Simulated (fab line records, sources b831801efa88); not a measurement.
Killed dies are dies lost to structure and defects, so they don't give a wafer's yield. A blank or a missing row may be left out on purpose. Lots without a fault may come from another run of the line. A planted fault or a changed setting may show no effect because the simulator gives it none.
Which tool did it? | flow gf180mcu | 6 lots, 18 wafers sampled, at 4 steps of a route of 602

WHAT THE GAUGES READ, wafer by wafer
GF_M4_RS_MEAS_05: measures by four-point-probe.
lot  | measured     | on            | M4_ALCU_RS (ohm/sq)
L770 | day 23 04:04 | film_metro-02 | 0.0678 0.0697 0.0689
L773 | day 23 20:56 | film_metro-03 | 0.0694 0.0695 0.0695
L777 | day 25 07:31 | film_metro-02 | 0.0715 0.0703 0.0708
L780 | day 26 04:30 | film_metro-02 | 0.0699 0.0700 0.0688
L786 | day 28 01:11 | film_metro-03 | 0.0852 0.0851 0.0858
L791 | day 29 13:58 | film_metro-02 | 0.0681 0.0690 0.0684

WHICH TOOL RAN EACH LOT (tool, then ch and the chambers of the sampled wafers, then the start)
lot  | GF_V3_CVD_23                  | GF_M4_SPUTTER_01             | GF_M4_SPUTTER_02
L770 | cvd_w-02 ch 0,1, day 23 03:15 | pvd_sputter-03, day 23 03:56 | pvd_sputter-03, day 23 03:58
L773 | cvd_w-01 ch 0, day 23 20:02   | pvd_sputter-04, day 23 20:47 | pvd_sputter-04, day 23 20:49
L777 | cvd_w-01 ch 0,1, day 25 06:42 | pvd_sputter-02, day 25 07:23 | pvd_sputter-02, day 25 07:25
L780 | cvd_w-02 ch 0,1, day 26 03:40 | pvd_sputter-03, day 26 04:22 | pvd_sputter-03, day 26 04:23
L786 | cvd_w-01 ch 0,1, day 28 00:22 | pvd_sputter-03, day 28 01:04 | pvd_sputter-03, day 28 01:05
L791 | cvd_w-01 ch 0,1, day 29 13:05 | pvd_sputter-04, day 29 13:49 | pvd_sputter-04, day 29 13:51
- GF_V3_CVD_23: deposits W, target thk 350 nm, time 104.9 s.
- GF_M4_SPUTTER_01: material TiN, target thk 30 nm, time 25 s.
- GF_M4_SPUTTER_02: material AlCu, target thk 450 nm, time 23.9 s.

THE ANSWER, worked out from the rows above alone
Rule: what is usual is taken from the lots themselves. Put in order of their means at a reading, lots are off if they are a third of the lots or fewer, leave a main group of 4 or more, and stand apart from it by a gap of 3 or more times the standard deviation of the main group's means; of several such gaps the widest counts. A main group whose means are all the same, to the digits that the tables above print for the reading, isn't used. A lot without any number at a reading at which 4 lots or more have one is off too. The other lots that the step has rows for count as sound.
Off: L786, at GF_M4_RS_MEAS_05 (M4_ALCU_RS). The main group: mean 0.0694 ohm/sq, standard deviation 0.00082.
A tool fits if, at a process step before that reading, it ran every lot that is off, and no sound lot after the first of them. The gauges at GF_M4_RS_MEAS_05 are tried like those tools. Can't be told from this: 2 tools fit, pvd_sputter-03 at GF_M4_SPUTTER_01 and GF_M4_SPUTTER_02, film_metro-03 at GF_M4_RS_MEAS_05.

WHAT THE SIMULATOR HAD PUT IN
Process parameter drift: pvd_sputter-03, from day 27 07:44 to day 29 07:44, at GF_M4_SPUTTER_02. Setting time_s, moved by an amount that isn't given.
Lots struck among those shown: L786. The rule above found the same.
